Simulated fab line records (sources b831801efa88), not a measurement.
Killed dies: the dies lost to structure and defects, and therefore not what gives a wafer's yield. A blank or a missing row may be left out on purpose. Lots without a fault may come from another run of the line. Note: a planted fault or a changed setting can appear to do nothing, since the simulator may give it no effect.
Split-lot experiment	flow gf180mcu	23 wafers read across 5 lots, on a route 602 steps long

== THE SPLIT ==
At GF_MVSD_IMPLANT_08, the setting dose_cm2 was moved away from the recipe's 1.6e+13 on 6 of the 23 wafers read, by +10.5% to +17.4%. For the rest of the wafers, this setting stayed at what the recipe calls for.

== FROM THE SPLIT TO THE READING: what the file shows between them, 2 steps ==
- GF_MVSD_IMPLANT_09
- GF_MVSD_STRIP_10: strips in O2/N2

== THE READING ==
MVSD_TW, at GF_MVSD_TW_MEAS_11. On this fab line, fault-free wafers typically give 1591 with a standard deviation of 14.

wafer	tool, chamber at the split	dose_cm2 as run	against the recipe	MVSD_TW	against lot-mates on the recipe
L075.1	implanter-04, 0	1.6e+13	recipe	1605	-
L075.2	implanter-04, 0	1.6e+13	recipe	1592	-
L075.3	implanter-04, 0	1.6e+13	recipe	1596	-
L075.5	implanter-04, 0	1.6e+13	recipe	1599	-
L075.6	implanter-04, 0	1.6e+13	recipe	1604	-
L077.1	implanter-04, 0	1.6e+13	recipe	1600	-
L077.2	implanter-04, 0	1.6e+13	recipe	1608	-
L077.5	implanter-04, 0	1.6e+13	recipe	1606	-
L082.1	implanter-04, 0	1.6e+13	recipe	1609	-
L082.2	implanter-04, 0	1.6e+13	recipe	1598	-
L082.4	implanter-04, 0	1.6e+13	recipe	1601	-
L082.5	implanter-04, 0	1.6e+13	recipe	1587	-
L082.6	implanter-04, 0	1.6e+13	recipe	1603	-
L083.1	implanter-01, 0	1.6e+13	recipe	1581	-
L083.2	implanter-01, 0	1.879e+13	+17.4%	1656	+78
L083.3	implanter-01, 0	1.6e+13	recipe	1575	-
L083.5	implanter-01, 0	1.879e+13	+17.4%	1659	+81
L083.6	implanter-01, 0	1.879e+13	+17.4%	1646	+68
L084.1	implanter-01, 0	1.768e+13	+10.5%	1647	+46
L084.3	implanter-01, 0	1.6e+13	recipe	1593	-
L084.4	implanter-01, 0	1.6e+13	recipe	1610	-
L084.5	implanter-01, 0	1.768e+13	+10.5%	1647	+46
L084.6	implanter-01, 0	1.768e+13	+10.5%	1646	+44

FIT RESULTS
A straight line over all 23 wafers: MVSD_TW changes by +3.52 for each +1% of dose_cm2; r = +0.92; the points scatter about the line by 10.
The same after taking each lot's own level away (the mean of its wafers on the recipe; 23 wafers): +4.33 for each +1%; r = +0.98; scatter 5.7.
Per that fit: largest dose_cm2 move, reading shift of 76.
Measured against the standard deviation above, the lots' own levels, which go from 1578.0 to 1604.7, span 1.9 times it.
In other words, the slope is changed by the lot-to-lot level; the two fits disagree.
Check: +74.7 against its lot-mates is what the line predicts for one of the wafers moved furthest among these (+17.4%) when that wafer is left out of the fit. Against them it came out at +78.

== OTHER SPLITS ON THESE WAFERS ==
Note: prior to the reading, these wafers also went through further splits. Each is held against what the fit with the lots' levels taken away leaves over:
other split on the same wafers	wafers away from the commonest value	r with MVSD_TW (lot level and that fit taken away)
GF_STI_CVD_03 time_s	18	+0.01
GF_STI_COAT_07 resist_thk_nm	5	+0.16
GF_STI_SOFTBAKE_08 temp_c	12	-0.13
GF_DNWELL_SOFTBAKE_03 temp_c	10	+0.09

== FILE'S OWN FIT ==
MVSD_TW changes by +4.33 for each +1% of dose_cm2, r = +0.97.
